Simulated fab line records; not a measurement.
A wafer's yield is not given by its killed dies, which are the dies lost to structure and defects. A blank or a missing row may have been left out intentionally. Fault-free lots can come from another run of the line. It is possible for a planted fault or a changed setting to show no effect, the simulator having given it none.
Which of the tools did it? :: flow sky130 :: Sampling: 24 lots, 72 wafers, 5 of 708 route steps

WHAT EACH GAUGE READ, for each wafer
SKY_LOCAL_INTERCONNECT_CD_MEAS_11: target cd 170 nm.
lot: L074
measured: day 30 01:47
on: cdSem-01
cdNm (nm): 170.9 171.6 170.8

lot: L075
measured: day 30 10:46
on: cdSem-02
cdNm (nm): 169.6 168.9 169.0

lot: L076
measured: day 32 04:19
on: cdSem-01
cdNm (nm): 172.5 170.7 170.9

lot: L078
measured: day 32 06:24
on: cdSem-01
cdNm (nm): 168.9 170.5 170.6

lot: L077
measured: day 32 07:57
on: cdSem-02
cdNm (nm): 171.1 170.7 168.9

lot: L080
measured: day 32 15:58
on: cdSem-02
cdNm (nm): 169.7 169.6 168.3

lot: L079
measured: day 32 17:10
on: cdSem-02
cdNm (nm): 171.3 171.4 171.3

lot: L082
measured: day 33 00:50
on: cdSem-02
cdNm (nm): 165.9 168.2 167.4

lot: L081
measured: day 33 01:49
on: cdSem-02
cdNm (nm): 167.7 168.1 168.5

lot: L084
measured: day 33 09:10
on: cdSem-01
cdNm (nm): 170.7 168.1 168.9

lot: L083
measured: day 33 14:27
on: cdSem-01
cdNm (nm): 165.9 167.7 167.4

lot: L085
measured: day 33 18:19
on: cdSem-01
cdNm (nm): 172.1 171.2 171.7

lot: L086
measured: day 33 23:46
on: cdSem-02
cdNm (nm): 170.5 170.1 169.5

lot: L087
measured: day 34 12:14
on: cdSem-01
cdNm (nm): 172.8 174.4 171.8

lot: L088
measured: day 34 12:54
on: cdSem-02
cdNm (nm): 172.1 172.3 171.3

lot: L089
measured: day 34 23:23
on: cdSem-01
cdNm (nm): 169.9 172.3 171.0

lot: L090
measured: day 35 09:13
on: cdSem-02
cdNm (nm): 169.7 168.8 168.1

lot: L091
measured: day 35 13:52
on: cdSem-02
cdNm (nm): 171.4 171.1 170.9

lot: L092
measured: day 36 02:22
on: cdSem-01
cdNm (nm): 169.9 170.9 170.3

lot: L093
measured: day 36 10:13
on: cdSem-01
cdNm (nm): 169.9 168.1 167.1

lot: L094
measured: day 36 12:42
on: cdSem-01
cdNm (nm): 169.7 171.7 170.7

lot: L095
measured: day 36 17:26
on: cdSem-02
cdNm (nm): 169.5 171.2 169.5

lot: L096
measured: day 37 07:55
on: cdSem-02
cdNm (nm): 171.1 171.2 171.8

lot: L097
measured: day 37 08:34
on: cdSem-02
cdNm (nm): 168.1 168.4 167.2

SKY_CONTACT_BOW_MEAS_05.
lot: L074
measured: day 30 03:12
on: filmMetro-03
CONTACT_BOW (um): 73 75 77

lot: L075
measured: day 30 12:10
on: filmMetro-04
CONTACT_BOW (um): 84 81 68

lot: L076
measured: day 32 05:42
on: filmMetro-01
CONTACT_BOW (um): 89 75 81

lot: L078
measured: day 32 07:47
on: filmMetro-01
CONTACT_BOW (um): 82 79 93

lot: L077
measured: day 32 09:20
on: filmMetro-03
CONTACT_BOW (um): 83 71 77

lot: L080
measured: day 32 17:23
on: filmMetro-03
CONTACT_BOW (um): 73 67 71

lot: L079
measured: day 32 18:32
on: filmMetro-03
CONTACT_BOW (um): 90 84 85

lot: L082
measured: day 33 02:16
on: filmMetro-03
CONTACT_BOW (um): 76 73 80

lot: L081
measured: day 33 03:11
on: filmMetro-03
CONTACT_BOW (um): 91 82 85

lot: L084
measured: day 33 10:33
on: filmMetro-04
CONTACT_BOW (um): 82 82 78

lot: L083
measured: day 33 15:59
on: filmMetro-03
CONTACT_BOW (um): 88 70 73

lot: L085
measured: day 33 19:49
on: filmMetro-01
CONTACT_BOW (um): 90 80 80

lot: L086
measured: day 34 01:11
on: filmMetro-04
CONTACT_BOW (um): 83 88 81

lot: L087
measured: day 34 13:37
on: filmMetro-03
CONTACT_BOW (um): 86 80 78

lot: L088
measured: day 34 14:21
on: filmMetro-04
CONTACT_BOW (um): 88 92 88

lot: L089
measured: day 35 00:47
on: filmMetro-01
CONTACT_BOW (um): 95 90 86

lot: L090
measured: day 35 10:36
on: filmMetro-01
CONTACT_BOW (um): 87 75 87

lot: L091
measured: day 35 15:17
on: filmMetro-01
CONTACT_BOW (um): 83 78 78

lot: L092
measured: day 36 03:46
on: filmMetro-01
CONTACT_BOW (um): 96 97 83

lot: L093
measured: day 36 11:44
on: filmMetro-03
CONTACT_BOW (um): 75 76 87

lot: L094
measured: day 36 14:06
on: filmMetro-04
CONTACT_BOW (um): 89 93 80

lot: L095
measured: day 36 18:49
on: filmMetro-01
CONTACT_BOW (um): 82 71 86

lot: L096
measured: day 37 09:19
on: filmMetro-04
CONTACT_BOW (um): 82 86 92

lot: L097
measured: day 37 09:58
on: filmMetro-03
CONTACT_BOW (um): 85 75 90

SKY_VIA1_BOW_MEAS_03.
lot: L074
measured: day 32 12:48
on: filmMetro-02
VIA1_BOW (um): 71 73 75

lot: L075
measured: day 32 22:08
on: filmMetro-02
VIA1_BOW (um): 82 80 69

lot: L076
measured: day 34 15:53
on: filmMetro-02
VIA1_BOW (um): 86 72 78

lot: L078
measured: day 34 16:49
on: filmMetro-03
VIA1_BOW (um): 80 76 91

lot: L077
measured: day 34 18:39
on: filmMetro-03
VIA1_BOW (um): 84 71 77

lot: L080
measured: day 35 02:37
on: filmMetro-02
VIA1_BOW (um): 71 65 69

lot: L079
measured: day 35 04:09
on: filmMetro-02
VIA1_BOW (um): 92 86 86

lot: L082
measured: day 35 10:20
on: filmMetro-03
VIA1_BOW (um): 73 72 77

lot: L081
measured: day 35 12:26
on: filmMetro-02
VIA1_BOW (um): 90 81 83

lot: L084
measured: day 35 18:42
on: filmMetro-04
VIA1_BOW (um): 81 81 77

lot: L083
measured: day 36 00:24
on: filmMetro-04
VIA1_BOW (um): 87 69 72

lot: L085
measured: day 36 04:08
on: filmMetro-03
VIA1_BOW (um): 87 77 76

lot: L086
measured: day 36 07:43
on: filmMetro-04
VIA1_BOW (um): 81 86 79

lot: L087
measured: day 36 19:49
on: filmMetro-02
VIA1_BOW (um): 86 81 80

lot: L088
measured: day 36 20:18
on: filmMetro-03
VIA1_BOW (um): 87 91 87

lot: L089
measured: day 37 07:40
on: filmMetro-04
VIA1_BOW (um): 91 86 82

lot: L090
measured: day 37 18:15
on: filmMetro-04
VIA1_BOW (um): 83 72 85

lot: L091
measured: day 37 22:54
on: filmMetro-02
VIA1_BOW (um): 80 77 76

lot: L092
measured: day 38 11:43
on: filmMetro-04
VIA1_BOW (um): 93 94 81

lot: L093
measured: day 38 18:56
on: filmMetro-03
VIA1_BOW (um): 73 75 83

lot: L094
measured: day 38 22:23
on: filmMetro-03
VIA1_BOW (um): 87 89 78

lot: L095
measured: day 39 02:10
on: filmMetro-02
VIA1_BOW (um): 80 70 84

lot: L096
measured: day 39 14:57
on: filmMetro-02
VIA1_BOW (um): 83 88 94

lot: L097
measured: day 39 16:15
on: filmMetro-02
VIA1_BOW (um): 85 74 89

SKY_VIA1_THK_MEAS_23: measures by xrf.
lot: L074
measured: day 33 15:32
on: filmMetro-04
VIA1_W_THK (nm): 262 262 266

lot: L075
measured: day 34 01:54
on: filmMetro-03
VIA1_W_THK (nm): 261 267 261

lot: L076
measured: day 35 19:39
on: filmMetro-03
VIA1_W_THK (nm): 267 271 270

lot: L078
measured: day 35 20:00
on: filmMetro-02
VIA1_W_THK (nm): 262 264 264

lot: L077
measured: day 35 21:30
on: filmMetro-04
VIA1_W_THK (nm): 268 268 268

lot: L080
measured: day 36 05:10
on: filmMetro-03
VIA1_W_THK (nm): 258 259 264

lot: L079
measured: day 36 06:43
on: filmMetro-04
VIA1_W_THK (nm): 266 266 268

lot: L082
measured: day 36 13:26
on: filmMetro-02
VIA1_W_THK (nm): 271 268 272

lot: L081
measured: day 36 15:51
on: filmMetro-03
VIA1_W_THK (nm): 267 260 266

lot: L084
measured: day 36 22:38
on: filmMetro-04
VIA1_W_THK (nm): 264 257 269

lot: L083
measured: day 37 03:30
on: filmMetro-03
VIA1_W_THK (nm): 269 263 269

lot: L085
measured: day 37 07:20
on: filmMetro-03
VIA1_W_THK (nm): 277 269 275

lot: L086
measured: day 37 11:29
on: filmMetro-02
VIA1_W_THK (nm): 269 263 263

lot: L087
measured: day 37 23:52
on: filmMetro-04
VIA1_W_THK (nm): 270 269 271

lot: L088
measured: day 38 00:30
on: filmMetro-02
VIA1_W_THK (nm): 270 269 266

lot: L089
measured: day 38 11:46
on: filmMetro-03
VIA1_W_THK (nm): 275 274 269

lot: L090
measured: day 38 20:55
on: filmMetro-03
VIA1_W_THK (nm): 267 264 269

lot: L091
measured: day 39 01:05
on: filmMetro-04
VIA1_W_THK (nm): 271 266 274

lot: L092
measured: day 39 13:04
on: filmMetro-03
VIA1_W_THK (nm): 269 268 263

lot: L093
measured: day 39 20:26
on: filmMetro-03
VIA1_W_THK (nm): 266 262 266

lot: L094
measured: day 40 00:18
on: filmMetro-03
VIA1_W_THK (nm): 267 268 270

lot: L095
measured: day 40 03:38
on: filmMetro-03
VIA1_W_THK (nm): 262 265 263

lot: L096
measured: day 40 17:21
on: filmMetro-02
VIA1_W_THK (nm): 267 268 267

lot: L097
measured: day 40 18:41
on: filmMetro-03
VIA1_W_THK (nm): 270 270 268

WHICH TOOL RAN EACH LOT (tool, then ch and the chambers of the sampled wafers, then the start)
lot: L074
SKY_CONTACT_ETCH_18: rieDiel-04 ch 0,1,3, day 32 12:48 or earlier

lot: L075
SKY_CONTACT_ETCH_18: rieDiel-02 ch 0,2,3, day 32 22:08 or earlier

lot: L076
SKY_CONTACT_ETCH_18: rieDiel-04 ch 0,2,3, day 34 15:53 or earlier

lot: L078
SKY_CONTACT_ETCH_18: rieDiel-02 ch 1,2, day 34 16:49 or earlier

lot: L077
SKY_CONTACT_ETCH_18: rieDiel-04 ch 0,2,3, day 34 18:39 or earlier

lot: L080
SKY_CONTACT_ETCH_18: rieDiel-02 ch 1,2, day 35 02:37 or earlier

lot: L079
SKY_CONTACT_ETCH_18: rieDiel-01 ch 0,1,2, day 35 04:09 or earlier

lot: L082
SKY_CONTACT_ETCH_18: rieDiel-04 ch 0,1, day 35 10:20 or earlier

lot: L081
SKY_CONTACT_ETCH_18: rieDiel-04 ch 1,3, day 35 12:26 or earlier

lot: L084
SKY_CONTACT_ETCH_18: rieDiel-04 ch 0,1, day 35 18:42 or earlier

lot: L083
SKY_CONTACT_ETCH_18: rieDiel-01 ch 1,2,3, day 36 00:24 or earlier

lot: L085
SKY_CONTACT_ETCH_18: rieDiel-04 ch 2,3, day 36 04:08 or earlier

lot: L086
SKY_CONTACT_ETCH_18: rieDiel-02 ch 0,1,2, day 36 07:43 or earlier

lot: L087
SKY_CONTACT_ETCH_18: rieDiel-04 ch 0,2, day 36 19:49 or earlier

lot: L088
SKY_CONTACT_ETCH_18: rieDiel-01 ch 0,1,2, day 36 20:18 or earlier

lot: L089
SKY_CONTACT_ETCH_18: rieDiel-02 ch 0,2,3, day 37 07:40 or earlier

lot: L090
SKY_CONTACT_ETCH_18: rieDiel-01 ch 0,2,3, day 37 18:15 or earlier

lot: L091
SKY_CONTACT_ETCH_18: rieDiel-04 ch 0,1, day 37 22:54 or earlier

lot: L092
SKY_CONTACT_ETCH_18: rieDiel-01 ch 0,3, day 38 11:43 or earlier

lot: L093
SKY_CONTACT_ETCH_18: rieDiel-02 ch 0,1,3, day 38 18:56 or earlier

lot: L094
SKY_CONTACT_ETCH_18: rieDiel-02 ch 0,1,3, day 38 22:23 or earlier

lot: L095
SKY_CONTACT_ETCH_18: rieDiel-01 ch 0,1, day 39 02:10 or earlier

lot: L096
SKY_CONTACT_ETCH_18: rieDiel-04 ch 0,2,3, day 39 14:57 or earlier

lot: L097
SKY_CONTACT_ETCH_18: rieDiel-02 ch 0,3, day 39 16:15 or earlier
- SKY_CONTACT_ETCH_18: etches Si3N4 in CHF3/O2, stops on TiN, time 39 s, target depth 75 nm.

WHAT THE TOOLS THEMSELVES READ (means of the sampled wafers that have a number; where no wafer has one, the mark that the record gives instead)
SKY_CONTACT_ETCH_18.
lot: L074
tool: rieDiel-04
drypumpMotorCurrentA (A): 5.6
oesProductAu (a.u.): 0.855
throttleValvePct (%): 8.792

lot: L075
tool: rieDiel-02
drypumpMotorCurrentA (A): 5.5
oesProductAu (a.u.): 0.857
throttleValvePct (%): 8.790

lot: L076
tool: rieDiel-04
drypumpMotorCurrentA (A): 5.3
oesProductAu (a.u.): 0.856
throttleValvePct (%): 8.795

lot: L078
tool: rieDiel-02
drypumpMotorCurrentA (A): 5.7
oesProductAu (a.u.): 0.852
throttleValvePct (%): 8.794

lot: L077
tool: rieDiel-04
drypumpMotorCurrentA (A): 5.3
oesProductAu (a.u.): 0.848
throttleValvePct (%): 8.791

lot: L080
tool: rieDiel-02
drypumpMotorCurrentA (A): 5.5
oesProductAu (a.u.): 0.849
throttleValvePct (%): 8.794

lot: L079
tool: rieDiel-01
drypumpMotorCurrentA (A): 5.9
oesProductAu (a.u.): 0.859
throttleValvePct (%): 8.791

lot: L082
tool: rieDiel-04
drypumpMotorCurrentA (A): 5.8
oesProductAu (a.u.): 0.855
throttleValvePct (%): 8.791

lot: L081
tool: rieDiel-04
drypumpMotorCurrentA (A): 5.9
oesProductAu (a.u.): 0.850
throttleValvePct (%): 8.804

lot: L084
tool: rieDiel-04
drypumpMotorCurrentA (A): 5.4
oesProductAu (a.u.): 0.848
throttleValvePct (%): 8.789

lot: L083
tool: rieDiel-01
drypumpMotorCurrentA (A): 5.8
oesProductAu (a.u.): 0.850
throttleValvePct (%): 8.789

lot: L085
tool: rieDiel-04
drypumpMotorCurrentA (A): 5.5
oesProductAu (a.u.): 0.861
throttleValvePct (%): 8.797

lot: L086
tool: rieDiel-02
drypumpMotorCurrentA (A): 5.4
oesProductAu (a.u.): 0.859
throttleValvePct (%): 8.799

lot: L087
tool: rieDiel-04
drypumpMotorCurrentA (A): 5.2
oesProductAu (a.u.): 0.846
throttleValvePct (%): 8.788

lot: L088
tool: rieDiel-01
drypumpMotorCurrentA (A): 5.9
oesProductAu (a.u.): 0.844
throttleValvePct (%): 8.798

lot: L089
tool: rieDiel-02
drypumpMotorCurrentA (A): 5.5
oesProductAu (a.u.): 0.856
throttleValvePct (%): 8.797

lot: L090
tool: rieDiel-01
drypumpMotorCurrentA (A): 6.2
oesProductAu (a.u.): 0.859
throttleValvePct (%): 8.795

lot: L091
tool: rieDiel-04
drypumpMotorCurrentA (A): 5.8
oesProductAu (a.u.): 0.860
throttleValvePct (%): 8.795

lot: L092
tool: rieDiel-01
drypumpMotorCurrentA (A): 6.0
oesProductAu (a.u.): 0.858
throttleValvePct (%): 8.799

lot: L093
tool: rieDiel-02
drypumpMotorCurrentA (A): 5.7
oesProductAu (a.u.): 0.848
throttleValvePct (%): 8.802

lot: L094
tool: rieDiel-02
drypumpMotorCurrentA (A): 5.7
oesProductAu (a.u.): 0.860
throttleValvePct (%): 8.804

lot: L095
tool: rieDiel-01
drypumpMotorCurrentA (A): 5.8
oesProductAu (a.u.): 0.848
throttleValvePct (%): 8.791

lot: L096
tool: rieDiel-04
drypumpMotorCurrentA (A): 5.3
oesProductAu (a.u.): 0.856
throttleValvePct (%): 8.802

lot: L097
tool: rieDiel-02
drypumpMotorCurrentA (A): 5.4
oesProductAu (a.u.): 0.852
throttleValvePct (%): 8.780

THE ANSWER, worked out from the rows above alone
Rule: usual is defined by the lots themselves. The widest of any qualifying gaps counts: lots, ordered by their means at a reading, are off when they make up no more than a third of the lots, leave a main group of 4 or more, and stand apart from it by 3 or more times the standard deviation of that group's means. A main group is skipped when, at the precision printed for the reading in the tables above, its means are all equal. Also off: a lot with no number at a reading for which 4 or more lots have one. The other lots that the step has rows for count as sound. First the gauges in route order, then the tools' own readings, where a lot's mean is used as printed above. The first step at which some lot is off is used, and at that step the reading that is off furthest; a lot without a number counts as furthest.
No lot is off at any reading shown: from this, nothing can be told.

WHAT THE SIMULATOR HAD PUT IN
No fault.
